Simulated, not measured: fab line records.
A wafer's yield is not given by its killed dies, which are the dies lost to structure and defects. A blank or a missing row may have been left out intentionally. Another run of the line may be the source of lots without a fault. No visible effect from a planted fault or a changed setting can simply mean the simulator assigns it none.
Which tool did it?    flow gf180mcu    13 lots with 39 wafers sampled at 4 steps, on a route of 602 steps

== WHAT EACH GAUGE READ, for each wafer ==
GF_V5_THK_MEAS_03. Usual: for V5_CVD_02_THK the level is 1447 nm and the standard deviation is 19.
lot   measured      on             V5_CVD_02_THK (nm)  flag
L286  day 26 07:01  film-metro-01  1467 1442 1464      
L287  day 26 14:26  film-metro-04  1420 1420 1441      
L289  day 27 06:37  film-metro-03  1461 1463 1444      
L291  day 28 05:26  film-metro-01  1432 1468 1435      
L292  day 28 10:20  film-metro-04  1450 1467 1463      
L293  day 28 18:08  film-metro-04  1429 1440 1460      
L294  day 28 23:47  film-metro-04  1425 1430 1449      
L295  day 29 13:32  film-metro-01  1447 1470 1463      
L296  day 29 22:23  film-metro-01  1434 1488 1478      
L297  day 30 03:35  film-metro-03  1466 1492 1475      
L298  day 30 08:32  film-metro-01  1440 1458 1429      
L301  day 31 00:46  film-metro-04  1448 1433 1458      
L306  day 32 02:24  film-metro-03  1426 1446 1432      

GF_TOP_METAL_OVL_MEAS_15. Usual: for TOP_METAL_OVL the level is 1.2 nm and the standard deviation is 1.3.
lot   measured      on          TOP_METAL_OVL (nm)  flag
L286  day 28 01:59  overlay-01  1.8 0.6 1.7         
L287  day 28 08:14  overlay-01  3.9 2.3 2.5         
L289  day 29 00:32  overlay-01  -0.6 0.8 1.5        
L291  day 29 21:44  overlay-02  -0.3 0.8 0.2        
L292  day 30 01:48  overlay-01  2.9 0.4 1.0         
L293  day 30 09:38  overlay-02  2.8 1.3 1.8         
L294  day 30 15:23  overlay-01  1.6 -0.2 -0.1       
L295  day 31 03:35  overlay-02  1.6 1.5 2.5         
L296  day 31 12:08  overlay-01  1.5 1.5 2.1         
L297  day 31 17:14  overlay-02  3.7 2.5 1.6         
L298  day 31 21:38  overlay-02  3.2 3.7 1.3         
L301  day 32 13:16  overlay-02  0.5 1.7 0.3         
L306  day 33 12:24  overlay-01  2.5 0.8 -0.6        

== WHICH TOOL RAN EACH LOT (tool, then ch and the chambers of the sampled wafers, then the start) ==
lot   GF_HV_LDD_CVD_54             GF_M5_ETCH_09
L286  lpcvd-01 ch 0, day 12 10:50  rie-diel-04 ch 0,2,3, day 26 06:02
L287  lpcvd-01 ch 1, day 12 16:32  rie-diel-03 ch 0,2, day 26 13:32
L289  lpcvd-02 ch 0, day 13 09:02  rie-diel-02 ch 0,1,3, day 27 05:43
L291  lpcvd-02 ch 1, day 14 07:22  rie-diel-03 ch 1,3, day 28 04:33
L292  lpcvd-01 ch 1, day 14 13:08  rie-diel-04 ch 0,3, day 28 09:27
L293  lpcvd-01 ch 1, day 14 18:02  rie-diel-04 ch 1,2,3, day 28 17:13
L294  lpcvd-02 ch 0, day 15 04:26  rie-diel-04 ch 0,1,3, day 28 22:53
L295  lpcvd-01 ch 0, day 15 17:37  rie-diel-03 ch 0,3, day 29 12:26
L296  lpcvd-01 ch 1, day 16 01:44  rie-diel-03 ch 1,2, day 29 21:29
L297  lpcvd-02 ch 1, day 16 10:59  rie-diel-02 ch 0,1,2, day 30 02:40
L298  lpcvd-01 ch 1, day 16 14:47  rie-diel-04 ch 0,2, day 30 07:37
L301  lpcvd-02 ch 0, day 17 13:56  rie-diel-03 ch 0,2, day 30 23:40
L306  lpcvd-02 ch 0, day 19 01:52  rie-diel-04 ch 2,3, day 32 01:31
- GF_HV_LDD_CVD_54: deposits SiO2 from TEOS, target thk 10 nm, time 75 s.
- GF_M5_ETCH_09: etches Si3N4 in CF4/O2, target depth 52 nm, time 11.6 s.

== AS READ BY THE TOOLS THEMSELVES (means over the sampled wafers that have a number; for cases with no such wafer, the mark the record gives instead) ==
GF_HV_LDD_CVD_54. Usual: zone-power-top-pct reads 21.5 % (standard deviation 1.6).
lot   tool      zone-power-top-pct (%)  flag
L286  lpcvd-01  23.0                    
L287  lpcvd-01  21.0                    
L289  lpcvd-02  22.1                    
L291  lpcvd-02  18.3                    
L292  lpcvd-01  20.8                    
L293  lpcvd-01  20.9                    
L294  lpcvd-02  22.0                    
L295  lpcvd-01  23.3                    
L296  lpcvd-01  21.1                    
L297  lpcvd-02  18.1                    
L298  lpcvd-01  20.8                    
L301  lpcvd-02  22.1                    
L306  lpcvd-02  21.8                    

GF_M5_ETCH_09. Usual: drypump-motor-current-A 5.8 A, standard deviation 0.58; oes-product-au 1.001 a.u., standard deviation 0.01; throttle-valve-pct 5.971 %, standard deviation 0.0091.
lot   tool         drypump-motor-current-A (A)  oes-product-au (a.u.)  throttle-valve-pct (%)  flag
L286  rie-diel-04  5.9                          1.000                  5.975                   
L287  rie-diel-03  5.1                          0.999                  5.968                   
L289  rie-diel-02  5.5                          1.006                  5.969                   
L291  rie-diel-03  6.2                          1.007                  5.971                   
L292  rie-diel-04  5.8                          1.001                  5.979                   
L293  rie-diel-04  5.5                          0.987                  5.972                   
L294  rie-diel-04  5.8                          0.993                  5.964                   
L295  rie-diel-03  5.2                          0.997                  5.974                   
L296  rie-diel-03  5.9                          1.000                  5.979                   
L297  rie-diel-02  5.9                          1.011                  5.975                   
L298  rie-diel-04  6.1                          1.009                  5.977                   
L301  rie-diel-03  5.0                          1.004                  5.967                   
L306  rie-diel-04  5.4                          0.999                  5.971                   

== THE ANSWER, worked out from the rows above alone ==
Rule: lot off if the mean of its wafers having a number is beyond 3 standard deviations from the usual mean. A lot without any number at a reading at which 4 lots or more have one is off too. All remaining lots with rows at the step are treated as sound. Order of review: gauges by route order, followed by the tools' own readings, for which a lot's mean as printed above is used. At the first step where some lot is off, the reading lying furthest off is the one used; lots without a number count as furthest.
None of the lots is off at any reading shown; this tells nothing.

== WHAT HAD BEEN PUT IN BY THE SIMULATOR ==
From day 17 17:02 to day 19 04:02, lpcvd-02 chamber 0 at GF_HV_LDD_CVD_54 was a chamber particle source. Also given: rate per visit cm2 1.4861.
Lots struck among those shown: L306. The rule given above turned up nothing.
